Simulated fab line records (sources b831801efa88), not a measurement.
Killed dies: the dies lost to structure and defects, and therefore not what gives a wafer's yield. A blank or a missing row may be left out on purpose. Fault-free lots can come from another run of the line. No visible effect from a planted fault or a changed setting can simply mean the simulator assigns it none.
Struck lot and sound lot, side by side | flow gf180mcu | 44 steps out of a route of 602
Sound: the wafers L658.2, L658.4, L658.5. Struck: wafer L675.3. (L675.4, L675.6 of the same lot were not struck and are left out.) The cause comes at the end.
Order at every step that has rows: each side's tool, ch and its chambers, its first start. Under that, the readings that differ: sound wafers | struck wafers | difference of the means | sigmas: that difference in standard deviations of wafers without a fault.
alike: readings with means less than 2 such deviations apart, plus words and numbers identical on both sides. not compared: withheld readings, readings lacking a value on some wafer, bounds such as >300 that could conceal the same value, and numbers that have no deviation in the record and whose values overlap.
Wherever a step has rows on one side only, a row that says differs or no value, or a row with sigmas, the two part there. When numbers do not overlap yet have no deviation, they are printed without sigmas and do not part them. A reading that every wafer of one side lacks parts them only if that side has two wafers or more.

first, 5 steps without rows for these wafers: GF_NWELL_COAT_02 (resist thk 3000 nm); GF_NWELL_SOFTBAKE_03; GF_NWELL_EXPOSE_04 (exposes mask Nwell, target cd 860 nm); GF_NWELL_PEB_05; GF_NWELL_DEVELOP_06 (develop time 60 s).
GF_NWELL_OVL_MEAS_07:
  sound on overlay-02, day 3 23:22; struck on overlay-01, day 7 21:51
  alike: NWELL_OVL
then, 2 steps without rows for these wafers: GF_NWELL_IMPLANT_08; GF_NWELL_IMPLANT_09.
GF_NWELL_STRIP_10: strips in O2/N2.
  sound on plasma_asher-02 ch 0,1, day 3 23:41; struck on plasma_asher-04 ch 0, day 7 22:12
  alike: drypump_motor_current_A, heater_power_w, oes_product_au, strip_time_to_endpoint_s
  not compared: rf_hours_counter_h
GF_NWELL_TW_MEAS_11:
  sound on film_metro-04, day 3 23:48; struck on film_metro-04, day 7 22:17
  alike: NWELL_TW
then, 2 steps without rows for these wafers: GF_LVPWELL_DEHYDRATE_00 (time 60 s); GF_LVPWELL_HMDS_01 (prime time 60 s).
GF_LVPWELL_COAT_02: resist thk 3000 nm.
  sound on litho_track-02 ch 0, day 4 06:17; struck on litho_track-03 ch 0, day 8 05:05
  reading                                   | sound          | struck | difference | sigmas
  model.coat_of_LVPWELL_COAT_02.thk_nm (nm) | 2997 3007 3007 | 733.1  | -2270.6    |
  alike: exhaust_pa
then, 3 steps without rows for these wafers: GF_LVPWELL_SOFTBAKE_03; GF_LVPWELL_EXPOSE_04 (exposes mask LVPWELL, target cd 600 nm); GF_LVPWELL_PEB_05.
GF_LVPWELL_DEVELOP_06: develop time 60 s.
  sound: litho_track-04 ch 0; struck: litho_track-02 ch 0
  reading                                   | sound          | struck | difference | sigmas
  model.coat_of_LVPWELL_COAT_02.thk_nm (nm) | 2996 3006 3006 | 732.1  | -2270.6    |
  alike: exhaust_pa
GF_LVPWELL_OVL_MEAS_07:
  sound on overlay-02, day 4 13:13; struck on overlay-01, day 8 12:31
  reading          | sound       | struck | difference | sigmas
  LVPWELL_OVL (nm) | 0.5 3.8 1.5 | -1.5   | -3.4       | -2
then, 2 steps without rows for these wafers: GF_LVPWELL_IMPLANT_08; GF_LVPWELL_IMPLANT_09.
GF_LVPWELL_STRIP_10: strips in O2/N2.
  sound on plasma_asher-04 ch 0,1, day 4 13:32; struck on plasma_asher-03 ch 0, day 8 12:53
  reading                      | sound             | struck | difference | sigmas
  oes_product_au (a.u.)        | 0.719 0.725 0.727 | 0.652  | -0.072     | -15
  strip_time_to_endpoint_s (s) | 36.91 37.03 37.04 | 10.11  | -26.88     | -99 or more
  alike: drypump_motor_current_A, heater_power_w
  not compared: rf_hours_counter_h
GF_LVPWELL_TW_MEAS_11:
  sound on film_metro-02, day 4 13:39; struck on film_metro-04, day 8 12:58
  alike: LVPWELL_TW
then, 7 steps without rows for these wafers: GF_MVSD_DEHYDRATE_00 (time 60 s); GF_MVSD_HMDS_01 (prime time 60 s); GF_MVSD_COAT_02 (resist thk 3000 nm); GF_MVSD_SOFTBAKE_03; GF_MVSD_EXPOSE_04 (exposes mask MVSD, target cd 1000 nm); GF_MVSD_PEB_05; GF_MVSD_DEVELOP_06 (develop time 60 s).
GF_MVSD_OVL_MEAS_07:
  sound on overlay-01, day 5 03:28; struck on overlay-02, day 9 05:46
  alike: MVSD_OVL
then, 2 steps without rows for these wafers: GF_MVSD_IMPLANT_08; GF_MVSD_IMPLANT_09.
GF_MVSD_STRIP_10: strips in O2/N2.
  sound on plasma_asher-04 ch 0,1, day 5 03:48; struck on plasma_asher-02 ch 1, day 9 06:07
  alike: drypump_motor_current_A, heater_power_w, oes_product_au, strip_time_to_endpoint_s
  not compared: rf_hours_counter_h
GF_MVSD_TW_MEAS_11:
  sound on film_metro-04, day 5 03:55; struck on film_metro-03, day 9 06:13
  alike: MVSD_TW
then, 7 steps without rows for these wafers: GF_MVPSD_DEHYDRATE_00 (time 60 s); GF_MVPSD_HMDS_01 (prime time 60 s); GF_MVPSD_COAT_02 (resist thk 3000 nm); GF_MVPSD_SOFTBAKE_03; GF_MVPSD_EXPOSE_04 (exposes mask MVPSD, target cd 1000 nm); GF_MVPSD_PEB_05; GF_MVPSD_DEVELOP_06 (develop time 60 s).
GF_MVPSD_OVL_MEAS_07:
  sound on overlay-01, day 5 18:13; struck on overlay-02, day 9 23:12
  reading        | sound          | struck | difference | sigmas
  MVPSD_OVL (nm) | -4.5 -3.1 -5.4 | -0.5   | +3.8       | +2
-- the record jumps here: 2 days lie between the struck wafers' starts before and after (it left off in module MVPSD and takes up again in module VT_IMPLANT, whose first step shown is number 122 of the route) --
GF_VT_IMPLANT_TW_MEAS_32:
  sound on film_metro-02, day 7 16:09; struck on film_metro-02, day 12 05:58
  reading         | sound             | struck | difference | sigmas
  VT_IMPLANT_3_TW | 264.7 266.0 265.2 | 286.2  | +20.9      | +7
GF_PASSIVATION_PROBE_99:
  sound wafers here have rows in the record (prober-02, day 29 21:23); struck ones have none

## WHERE THEY PART
At GF_LVPWELL_OVL_MEAS_07 first; at GF_PASSIVATION_PROBE_99 last (within this record only).

WHY: what had been put in by the simulator
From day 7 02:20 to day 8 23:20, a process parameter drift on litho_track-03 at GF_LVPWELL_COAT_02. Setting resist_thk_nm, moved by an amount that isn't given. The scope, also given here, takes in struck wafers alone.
